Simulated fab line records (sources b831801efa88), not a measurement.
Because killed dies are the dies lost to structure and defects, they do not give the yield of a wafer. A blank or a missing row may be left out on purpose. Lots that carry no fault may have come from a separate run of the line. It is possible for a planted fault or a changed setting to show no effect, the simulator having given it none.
Matching of chambers + flow gf180mcu + GF_M5_ETCH_09 on rie diel-02: 4 sister chambers
The step etches Si3N4 in CF4/O2, target depth 52 nm, time 11.6 s. 4 wafers are shown with their chamber, then 7 later ones without.

== WAFERS, EACH WITH ITS CHAMBER ==
| wafer  | chamber | drypump motor current A (A) |
|--------|---------|-----------------------------|
| L589.1 | 0       | 4.8                         |
| L600.5 | 2       | 5.3                         |
| L601.2 | 1       | 5.9                         |
| L601.4 | 3       | 5.9                         |

== WAFERS WITHOUT THEIR CHAMBER ==
| wafer  | drypump motor current A (A) |
|--------|-----------------------------|
| L601.6 | 5.8                         |
| L602.3 | 5.2                         |
| L602.4 | 5.9                         |
| L602.5 | 5.8                         |
| L604.1 | 5.9                         |
| L604.2 | 4.8                         |
| L604.4 | 4.8                         |

== CHAMBER TAKEN BY EACH ==
| wafer  | from the rows above     | in truth |
|--------|-------------------------|----------|
| L601.6 | can't be placed: 1 or 3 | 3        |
| L602.3 | 2                       | 2        |
| L602.4 | can't be placed: 1 or 3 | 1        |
| L602.5 | can't be placed: 1 or 3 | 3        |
| L604.1 | can't be placed: 1 or 3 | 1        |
| L604.2 | 0                       | 0        |
| L604.4 | 0                       | 0        |
3 of 7 placed correctly. From these rows, 4 cannot be placed; in 4 the true chamber is one of the candidates. Placed wrongly: 0.
How it was worked out, from the rows above alone: a wafer's distance from a chamber is the root of the sum, over the readings, of the square of ((its reading less the chamber's mean) divided by the reading's scatter). If the next closest chamber is less than 2 further off than the closest, the wafer can't be placed; otherwise it belongs to the closest. Each chamber's mean is taken over the wafers shown for it. The scatter: root of mean squared gap, hidden wafer to nearest shown wafer, with one shown wafer a chamber.
